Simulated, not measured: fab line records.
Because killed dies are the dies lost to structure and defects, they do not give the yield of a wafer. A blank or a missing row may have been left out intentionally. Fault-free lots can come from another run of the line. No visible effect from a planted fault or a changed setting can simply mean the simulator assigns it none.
The tool behind it: which one? | flow gf180mcu | 36 wafers from 12 lots sampled at 6 of the route's 602 steps

## WHAT EACH GAUGE READ, for each wafer
GF_MVSD_TW_MEAS_11. Usual: for MVSD_TW the level is 1592 and the standard deviation is 7.4.
lot  | measured    | on            | MVSD_TW                       | flag
L362 | day 4 11:31 | film-metro-03 | 1588 1596 1586                |
L363 | day 4 16:59 | film-metro-04 | 1588 1588 1591                |
L365 | day 5 01:42 | film-metro-04 | 1576 1586 1576                |
L367 | day 5 15:14 | film-metro-03 | 1580 1585 1575                |
L369 | day 6 02:36 | film-metro-03 | 1593 1586 1592                |
L372 | day 7 05:05 | film-metro-04 | 1754 1747 1746 1753 1756 1747 | OFF
L374 | day 7 13:23 | film-metro-01 | 1770 1768 1769 1755 1766 1759 | OFF
L378 | day 8 08:29 | film-metro-01 | 1590 1585 1594                |
L380 | day 8 17:49 | film-metro-04 | 1583 1583 1591                |
L381 | day 8 23:32 | film-metro-01 | 1595 1590 1586                |
L384 | day 9 19:41 | film-metro-01 | 1602 1587 1585                |
L383 | day 9 20:08 | film-metro-04 | 1604 1611 1598                |

GF_VT_IMPLANT_RS_MEAS_46: measurement is done with a four-point probe. Usual: for MVSD_RS the level is 457.2 ohm/sq and the standard deviation is 1.2.
lot  | measured     | on            | MVSD_RS (ohm/sq)                    | flag
L362 | day 7 11:21  | film-metro-01 | 458.6 457.1 457.9                   |
L363 | day 7 18:33  | film-metro-03 | 458.0 457.6 456.9                   |
L365 | day 8 06:14  | film-metro-03 | 457.9 459.2 457.5                   |
L367 | day 8 19:46  | film-metro-03 | 458.9 458.8 459.9                   |
L369 | day 9 10:16  | film-metro-03 | 458.2 459.3 459.6                   |
L372 | day 10 15:11 | film-metro-04 | 384.5 384.5 383.8 384.6 383.7 384.2 | OFF
L374 | day 11 03:39 | film-metro-04 | 384.6 383.0 384.5 385.0 384.9 385.1 | OFF
L378 | day 12 01:59 | film-metro-04 | 456.7 456.8 456.7                   |
L380 | day 12 12:26 | film-metro-04 | 457.1 454.8 455.4                   |
L381 | day 12 20:44 | film-metro-04 | 457.9 457.4 458.4                   |
L384 | day 13 18:53 | film-metro-04 | 457.6 458.9 457.3                   |
L383 | day 13 19:55 | film-metro-04 | 456.5 456.9 456.7                   |

GF_M2_RS_MEAS_05: measurement is done with a four-point probe. Usual: for M2_ALCU_RS the level is 0.0691 ohm/sq and the standard deviation is 0.00087.
lot  | measured     | on            | M2_ALCU_RS (ohm/sq)  | flag
L362 | day 18 04:43 | film-metro-02 | 0.0699 0.0681 0.0684 |
L363 | day 18 08:04 | film-metro-04 | 0.0687 0.0682 0.0683 |
L365 | day 19 05:19 | film-metro-04 | 0.0672 0.0682 0.0681 |
L367 | day 19 21:06 | film-metro-02 | 0.0704 0.0693 0.0678 |
L369 | day 20 22:55 | film-metro-01 | 0.0692 0.0686 0.0687 |
L378 | day 24 02:55 | film-metro-01 | 0.0706 0.0695 0.0703 |
L380 | day 24 14:25 | film-metro-01 | 0.0687 0.0696 0.0683 |
L381 | day 24 23:16 | film-metro-02 | 0.0692 0.0682 0.0687 |
L384 | day 25 23:51 | film-metro-01 | 0.0699 0.0695 0.0696 |
L383 | day 26 00:11 | film-metro-02 | 0.0694 0.0693 0.0686 |

## TOOL THAT RAN EACH LOT (tool first, then ch and the chambers of the sampled wafers, then the start)
lot  | GF_MVSD_IMPLANT_08             | GF_V1_ETCH_16                      | GF_V1_ETCH_17
L362 | implanter-01 ch 0, day 4 11:04 | rie-diel-03 ch 1,3, day 18 03:08   | rie-diel-03 ch 1,3, day 18 04:43 or earlier
L363 | implanter-01 ch 0, day 4 16:35 | rie-diel-03 ch 1,2,3, day 18 06:27 | rie-diel-03 ch 1,2,3, day 18 08:04 or earlier
L365 | implanter-03 ch 0, day 5 01:18 | rie-diel-03 ch 1,2,3, day 19 03:36 | rie-diel-03 ch 1,2,3, day 19 05:19 or earlier
L367 | implanter-01 ch 0, day 5 14:50 | rie-diel-03 ch 0,2,3, day 19 19:29 | rie-diel-03 ch 0,2,3, day 19 21:06 or earlier
L369 | implanter-02 ch 0, day 6 02:13 | rie-diel-01 ch 0,2, day 20 21:17   | rie-diel-01 ch 0,2, day 20 22:55 or earlier
L372 | implanter-02 ch 0, day 7 04:41 | -                                  | -
L374 | implanter-02 ch 0, day 7 12:59 | -                                  | -
L378 | implanter-01 ch 0, day 8 08:07 | rie-diel-02 ch 0,3, day 24 01:18   | rie-diel-02 ch 0,3, day 24 02:55 or earlier
L380 | implanter-01 ch 0, day 8 17:26 | rie-diel-03 ch 1,2,3, day 24 12:48 | rie-diel-03 ch 1,2,3, day 24 14:25 or earlier
L381 | implanter-01 ch 0, day 8 23:10 | rie-diel-03 ch 1,3, day 24 21:35   | rie-diel-03 ch 1,3, day 24 23:16 or earlier
L384 | implanter-03 ch 0, day 9 19:17 | rie-diel-01 ch 0,1,2, day 25 22:15 | rie-diel-01 ch 0,1,2, day 25 23:51 or earlier
L383 | implanter-01 ch 0, day 9 19:46 | rie-diel-03 ch 0,2,3, day 25 22:36 | rie-diel-03 ch 0,2,3, day 26 00:11 or earlier
- GF_MVSD_IMPLANT_08
- GF_V1_ETCH_16: etches BARC in N2/H2.
- GF_V1_ETCH_17: etches SiO2 in C4F8/O2/Ar, stops on TiN, target depth 630 nm.

## AS READ BY THE TOOLS THEMSELVES (means over the sampled wafers that have a number; for cases with no such wafer, the mark the record gives instead)
GF_MVSD_IMPLANT_08. Usual: beam-on-s 10.00 s, standard deviation 0.21; dose-ions-cm2 1.5998e+13, standard deviation 2.1e+10; faraday-current-uA 90.2, standard deviation 1.9.
lot  | tool         | beam-on-s (s) | dose-ions-cm2 | faraday-current-uA | flag
L362 | implanter-01 | 10.08         | 1.6025e+13    | 89.5               |
L363 | implanter-01 | 9.88          | 1.6022e+13    | 91.4               |
L365 | implanter-03 | 9.88          | 1.5997e+13    | 91.3               |
L367 | implanter-01 | 10.10         | 1.6023e+13    | 89.6               |
L369 | implanter-02 | 9.98          | 1.5989e+13    | 90.6               |
L372 | implanter-02 | 14.25         | 1.6009e+13    | 63.2               | OFF
L374 | implanter-02 | 14.35         | 1.5983e+13    | 62.9               | OFF
L378 | implanter-01 | 10.06         | 1.5999e+13    | 89.9               |
L380 | implanter-01 | 9.90          | 1.5989e+13    | 91.2               |
L381 | implanter-01 | 9.87          | 1.5981e+13    | 91.4               |
L384 | implanter-03 | 10.00         | 1.5998e+13    | 90.2               |
L383 | implanter-01 | 10.19         | 1.5998e+13    | 88.5               |

GF_V1_ETCH_16. Usual: drypump-motor-current-A 5.7 A, standard deviation 0.49; n2-flow-sccm 100.0 sccm, standard deviation 0.33; oes-product-au 0.855 a.u., standard deviation 0.0048; throttle-valve-pct 13.226 %, standard deviation 0.0088.
lot  | tool        | drypump-motor-current-A (A) | n2-flow-sccm (sccm) | oes-product-au (a.u.) | throttle-valve-pct (%) | flag
L362 | rie-diel-03 | 5.5                         | 100.1               | 0.859                 | 13.219                 |
L363 | rie-diel-03 | 5.5                         | 100.0               | 0.857                 | 13.233                 |
L365 | rie-diel-03 | 5.5                         | 100.3               | 0.854                 | 13.217                 |
L367 | rie-diel-03 | 5.8                         | 99.8                | 0.856                 | 13.225                 |
L369 | rie-diel-01 | 6.0                         | 100.3               | 0.857                 | 13.225                 |
L378 | rie-diel-02 | 6.0                         | 100.3               | 0.856                 | 13.225                 |
L380 | rie-diel-03 | 5.5                         | 100.2               | 0.858                 | 13.222                 |
L381 | rie-diel-03 | 5.5                         | 100.0               | 0.852                 | 13.234                 |
L384 | rie-diel-01 | 5.7                         | 99.9                | 0.857                 | 13.219                 |
L383 | rie-diel-03 | 5.8                         | 99.9                | 0.854                 | 13.224                 |

GF_V1_ETCH_17. Usual: oes-product-au reads 0.855 a.u. (standard deviation 0.0048).
lot  | tool        | oes-product-au (a.u.) | flag
L362 | rie-diel-03 | 0.863                 |
L363 | rie-diel-03 | 0.859                 |
L365 | rie-diel-03 | 0.854                 |
L367 | rie-diel-03 | 0.856                 |
L369 | rie-diel-01 | 0.856                 |
L378 | rie-diel-02 | 0.851                 |
L380 | rie-diel-03 | 0.853                 |
L381 | rie-diel-03 | 0.857                 |
L384 | rie-diel-01 | 0.853                 |
L383 | rie-diel-03 | 0.853                 |

## THE ANSWER, worked out from the rows above alone
Rule: a lot counts as off when the mean over its wafers that have a number is more than 3 standard deviations away from the usual mean. A lot without any number at a reading at which 4 lots or more have one is off too. The other lots that the step has rows for count as sound. The gauges are gone through in route order, then the tools' own readings, and for those a lot's mean is taken as printed above. At the first step where some lot is off, the reading lying furthest off is the one used; lots without a number count as furthest.
Off: L372, L374, at GF_MVSD_TW_MEAS_11 (MVSD_TW).
If a tool, at a process step before that reading, ran all the lots that are off and no sound lot after the first of them, it fits. Not tried: the gauges at GF_MVSD_TW_MEAS_11; whatever is off there is also off at GF_MVSD_IMPLANT_08, on other tools, and gauge error can't account for it. One fits: GF_MVSD_IMPLANT_08 on implanter-02. Its last sound lot is L369 (day 6 02:13), its first lot that is off L372 (day 7 04:41): a fault that began between those two fits.
The tool's own readings at GF_MVSD_IMPLANT_08 bear it out: on the lots that are off they differ by more than 5 times the standard deviation of the sound lots' means. beam-on-s reads 14.30 s there against 9.99 s on the sound lots; faraday-current-uA reads 63.0 there against 90.4 on the sound lots.

## WHAT THE SIMULATOR HAD PUT IN
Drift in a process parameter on implanter-02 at GF_MVSD_IMPLANT_08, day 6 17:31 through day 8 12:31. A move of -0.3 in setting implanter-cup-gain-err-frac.
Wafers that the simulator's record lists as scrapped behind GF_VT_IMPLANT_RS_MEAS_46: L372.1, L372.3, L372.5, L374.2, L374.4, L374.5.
Struck lots among those shown: L372, L374. The rule given above showed the same thing.
